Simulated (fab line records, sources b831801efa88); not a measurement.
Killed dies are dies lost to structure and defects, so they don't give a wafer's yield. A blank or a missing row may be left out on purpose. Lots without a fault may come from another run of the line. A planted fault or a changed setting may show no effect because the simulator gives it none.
A struck lot beside a sound one | flow gf180mcu | 14 steps out of a route of 602
Sound: wafers L173.2, L173.3, L173.5. Struck: wafer L179.1. (L179.2, L179.6 of the same lot were not struck and are left out.) The cause comes at the end.
At each step with rows: each side's tool, then ch and its chambers, then its first start. Under that, the readings that differ: sound wafers | struck wafers | difference of the means | sigmas: that difference in standard deviations of wafers without a fault.
alike: readings whose means differ by less than 2 such deviations, and words and numbers that are the same on both sides. not compared: withheld readings, readings that some wafer has no value for, bounds like >300 that may hide the same value, and numbers for which the record gives no deviation and whose values overlap.
The two part at a step that has a row with sigmas, a row that says differs or no value, or rows on one side only. Numbers that don't overlap but have no deviation are shown without sigmas and don't part them. A reading that every wafer of one side lacks parts them only if that side has two wafers or more.

GF_V3_CD_MEAS_14: target cd 260 nm.
  sound on cd_sem-02, day 22 15:40; struck on cd_sem-02, day 24 22:10
  alike: cd_nm
GF_V3_OVL_MEAS_15:
  sound on overlay-01, day 22 15:46; struck on overlay-02, day 24 22:17
  alike: V3_OVL
then, 2 steps without rows for these wafers: GF_V3_ETCH_16 (etches BARC in N2/H2); GF_V3_ETCH_17 (etches SiO2 in C4F8/O2/Ar, stops on TiN, target depth 635 nm).
GF_V3_STRIP_18: strips in O2/N2.
  sound on plasma_asher-02 ch 0,1, day 22 15:55; struck on plasma_asher-04 ch 1, day 24 22:27
  alike: drypump_motor_current_A, heater_power_w, oes_product_au
  not compared: rf_hours_counter_h
then, 2 steps without rows for these wafers: GF_V3_STRIP_19 (strips in post etch residue remover, time 1200 s); GF_V3_CLEAN_20 (cleans in DIW).
GF_V3_SPUTTER_21: material Ti, target thk 15 nm, time 80.02 s.
  sound on pvd_sputter-01, day 22 16:28; struck on pvd_sputter-01, day 24 22:59
  alike: throttle_valve_pct
GF_V3_SPUTTER_22: material TiN, target thk 10 nm, time 40 s.
  sound on pvd_sputter-01, day 22 16:31; struck on pvd_sputter-01, day 24 23:03
  alike: throttle_valve_pct
GF_V3_CVD_23: deposits W, target thk 350 nm, time 104.9 s.
  sound on cvd_w-02 ch 0,1, day 22 16:34; struck on cvd_w-02 ch 0, day 24 23:05
  alike: heater_power_w
GF_V3_RS_MEAS_24: measures by four-point-probe.
  sound on film_metro-04, day 22 16:41; struck on film_metro-02, day 24 23:12
  alike: V3_W_RS
GF_V3_THK_MEAS_25: measures by xrf.
  sound on film_metro-04, day 22 16:48; struck on film_metro-02, day 24 23:19
  alike: V3_W_THK
GF_V3_CMP_26: polishes, stops on SiO2, t overpolish 15 s, target thk 0 nm.
  sound on cmp-01 ch 0,2,3, day 22 16:51; struck on cmp-02 ch 0, day 24 23:26
  reading                | sound                | struck | difference | sigmas
  overpolish_run_s (s)   | 15.004 14.988 14.995 | 0.042  | -14.954    | -99 or more
  time_to_endpoint_s (s) | 85 84 86             | 128    | +43        | +11
  alike: motor_current_A, slurry_filter_dp_kPa
GF_M4_SPUTTER_00: material Ti, target thk 37.5 nm, time 150 s.
  the record has rows for the sound wafers here (pvd_sputter-04, day 22 17:09) and none for the struck ones

WHERE THEY PART
First at GF_V3_CMP_26; last, within this record, at GF_M4_SPUTTER_00.

WHY: what the simulator had put in
Process parameter drift: cmp-02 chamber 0, from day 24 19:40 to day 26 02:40, at GF_V3_CMP_26. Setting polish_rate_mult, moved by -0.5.
